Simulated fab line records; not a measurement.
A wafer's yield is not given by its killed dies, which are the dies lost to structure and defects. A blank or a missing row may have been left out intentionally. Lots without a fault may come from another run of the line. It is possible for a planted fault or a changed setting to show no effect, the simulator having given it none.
Which tool was responsible? -- flow sky130 -- 13 lots with 39 wafers sampled at 2 steps, on a route of 708 steps

== WHAT THE GAUGES SHOWED, per wafer ==
SKY_VT_ADJUST_NCORE_OVL_MEAS_08. Usual: for VT_ADJUST_NCORE_OVL the level is 0.1 nm and the standard deviation is 1.3.
lot,measured,on,VT_ADJUST_NCORE_OVL (nm),flag
L570,day 8 12:47,overlay-02,-1.5 -1.6 -0.7,
L571,day 8 18:44,overlay-02,-0.3 1.0 1.5,
L572,day 9 02:31,overlay-01,-1.7 -1.1 0.7,
L576,day 10 05:17,overlay-02,0.4 0.3 1.2,
L577,day 10 12:46,overlay-01,1.9 3.5 0.9,
L579,day 11 00:48,overlay-01,-1.5 -4.0 -3.7,
L578,day 11 01:58,overlay-02,2.2 1.3 2.9,
L584,day 12 12:16,overlay-01,153.1 152.8 153.2,OFF
L586,day 13 05:20,overlay-01,153.9 153.2 154.1,OFF
L587,day 13 15:36,overlay-01,-0.1 1.7 -0.1,
L589,day 14 02:27,overlay-01,-0.5 -1.7 -1.6,
L590,day 14 12:55,overlay-01,-2.1 -2.2 -2.5,
L592,day 14 23:43,overlay-02,0.5 -0.9 0.8,

== EACH LOT AND THE TOOL THAT RAN IT (in order: tool; ch and the chambers of the sampled wafers; start) ==
lot,SKY_VT_ADJUST_NCORE_EXPOSE_04
L570,"iline stepper-01 ch 0, day 8 03:32"
L571,"iline stepper-02 ch 0, day 8 08:58"
L572,"iline stepper-01 ch 0, day 8 16:07"
L576,"iline stepper-01 ch 0, day 9 17:47"
L577,"iline stepper-01 ch 0, day 10 02:06"
L579,"iline stepper-02 ch 0, day 10 14:05"
L578,"iline stepper-02 ch 0, day 10 15:11"
L584,"iline stepper-02 ch 0, day 12 00:48"
L586,"iline stepper-02 ch 0, day 12 16:58"
L587,"iline stepper-01 ch 0, day 13 03:11"
L589,"iline stepper-01 ch 0, day 13 13:42"
L590,"iline stepper-01 ch 0, day 13 23:23"
L592,"iline stepper-01 ch 0, day 14 10:43"
- SKY_VT_ADJUST_NCORE_EXPOSE_04: exposes mask LVTN COMPLEMENT THIN, target cd 380 nm.

== WHAT THE TOOLS THEMSELVES READ (means of the sampled wafers that have a number; where no wafer has one, the mark that the record gives instead) ==
The record holds no such reading with a usual standard deviation.

== THE ANSWER, worked out from the rows above alone ==
Rule: a lot counts as off when the mean over its wafers that have a number is more than 3 standard deviations away from the usual mean. A lot without any number at a reading at which 4 lots or more have one is off too. Any other lot the step has rows for is counted as sound. After the gauges, taken in route order, come the tools' own readings; for these a lot's mean is taken, as printed above. At the first step where some lot is off, the reading lying furthest off is the one used; lots without a number count as furthest.
Off: L584, L586, at SKY_VT_ADJUST_NCORE_OVL_MEAS_08 (VT_ADJUST_NCORE_OVL).
If a tool, at a process step before that reading, ran all the lots that are off and no sound lot after the first of them, it fits. Gauges at SKY_VT_ADJUST_NCORE_OVL_MEAS_08: tried the same way as those tools. One candidate fits, namely iline stepper-02 at SKY_VT_ADJUST_NCORE_EXPOSE_04. A fault onset in the window from L578 (day 10 15:11, its last sound lot) to L584 (day 12 00:48, its first lot off) fits.

== WHAT THE SIMULATOR HAD PUT IN ==
Scanner matching overlay: iline stepper-02, from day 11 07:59 on, at SKY_VT_ADJUST_NCORE_EXPOSE_04. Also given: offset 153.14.
Struck lots among those shown: L584, L586. Same finding as the rule above.
